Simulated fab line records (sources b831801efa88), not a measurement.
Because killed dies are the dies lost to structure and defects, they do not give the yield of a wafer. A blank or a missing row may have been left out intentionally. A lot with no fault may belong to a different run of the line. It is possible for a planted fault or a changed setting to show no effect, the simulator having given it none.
A struck lot beside a sound one    flow gf180mcu    16 steps out of a route of 602
Sound: these wafers, L408.1, L408.2, L408.5. The struck wafers were L420.2, L420.4, L420.6. The cause is named last.
At each step with rows: each side's tool, then ch and its chambers, then its first start. Under that, the readings that differ: sound wafers    struck wafers    difference of the means    sigmas: that difference in standard deviations of wafers without a fault.
alike: words and numbers the same on both sides, and readings whose means are apart by under 2 such deviations; not compared: readings that were withheld, readings missing a value for some wafer, numbers with overlapping values and no deviation given by the record, and bounds like >300 which may hide the same value.
Wherever a step has rows on one side only, a row that says differs or no value, or a row with sigmas, the two part there. Numbers that don't overlap but have no deviation are shown without sigmas and don't part them. A reading that every wafer of one side lacks parts them only if that side has two wafers or more.

GF_VT_IMPLANT_OVL_MEAS_29:
  sound on overlay-02 at day 8 13:05; struck on overlay-02 at day 11 10:40
  alike: VT_IMPLANT_02_OVL
after that, 1 step had no rows for these wafers: GF_VT_IMPLANT_IMPLANT_30.
GF_VT_IMPLANT_STRIP_31: strips in O2/N2.
  sound on plasmaAsher-02 ch 0,1, day 8 13:16; struck on plasmaAsher-03 ch 0, day 11 10:50
reading           sound        struck       difference  sigmas
heaterPowerW (W)  327 305 329  366 371 373  +50         +3
  alike: chamberPressureMTorr, drypumpMotorCurrentA, n2FlowSccm, oesProductAu, stripTimeToEndpointS
  not compared: rfHoursCounterH
GF_VT_IMPLANT_TW_MEAS_32:
  sound on filmMetro-03 at day 8 13:22; struck on filmMetro-04 at day 11 10:57
  alike: VT_IMPLANT_3_TW
then, 7 steps without rows for these wafers: GF_VT_IMPLANT_DEHYDRATE_33 (time 60 s); GF_VT_IMPLANT_HMDS_34 (prime time 60 s); GF_VT_IMPLANT_COAT_35 (resist thk 1000 nm); GF_VT_IMPLANT_SOFTBAKE_36 (time 60 s); GF_VT_IMPLANT_EXPOSE_37 (exposes mask Nwell HV AREA, target cd 860 nm); GF_VT_IMPLANT_PEB_38; GF_VT_IMPLANT_DEVELOP_39 (develop time 60 s).
GF_VT_IMPLANT_OVL_MEAS_40:
  sound on overlay-02 at day 9 05:53; struck on overlay-02 at day 12 06:12
  alike: VT_IMPLANT_03_OVL
GF_VT_IMPLANT_IMPLANT_41:
  sound on implanter-02 ch 0, day 9 05:56; struck on implanter-02, day 12 06:15
  no value came back on the struck wafers for beamEnergyKeV, beamOnS (s); on the sound wafers beamEnergyKeV reads 69.986 70.017 70.004
GF_VT_IMPLANT_STRIP_42: strips in O2/N2.
  sound on plasmaAsher-02 ch 0,1, day 9 06:05; struck on plasmaAsher-04 ch 0, day 12 06:23
reading                   sound           struck          difference  sigmas
drypumpMotorCurrentA (A)  5.55 5.27 5.30  5.95 5.95 5.97  +0.58       +2
  alike: chamberPressureMTorr, heaterPowerW, n2FlowSccm, oesProductAu, stripTimeToEndpointS
  not compared: rfHoursCounterH
GF_VT_IMPLANT_TW_MEAS_43:
  sound on filmMetro-01 at day 9 06:11; struck on filmMetro-03 at day 12 06:29
reading          sound        struck    difference  sigmas
VT_IMPLANT_4_TW  685 687 686  30 30 30  -656        -99 or more
then, 1 step without rows for these wafers: GF_VT_IMPLANT_CLEAN_44 (cleans in SC1/SC2, time 150 s).

== WHERE THEY PART ==
Earliest at GF_VT_IMPLANT_STRIP_31; latest, in this record, at GF_VT_IMPLANT_TW_MEAS_43.

WHY: whatever the simulator had introduced
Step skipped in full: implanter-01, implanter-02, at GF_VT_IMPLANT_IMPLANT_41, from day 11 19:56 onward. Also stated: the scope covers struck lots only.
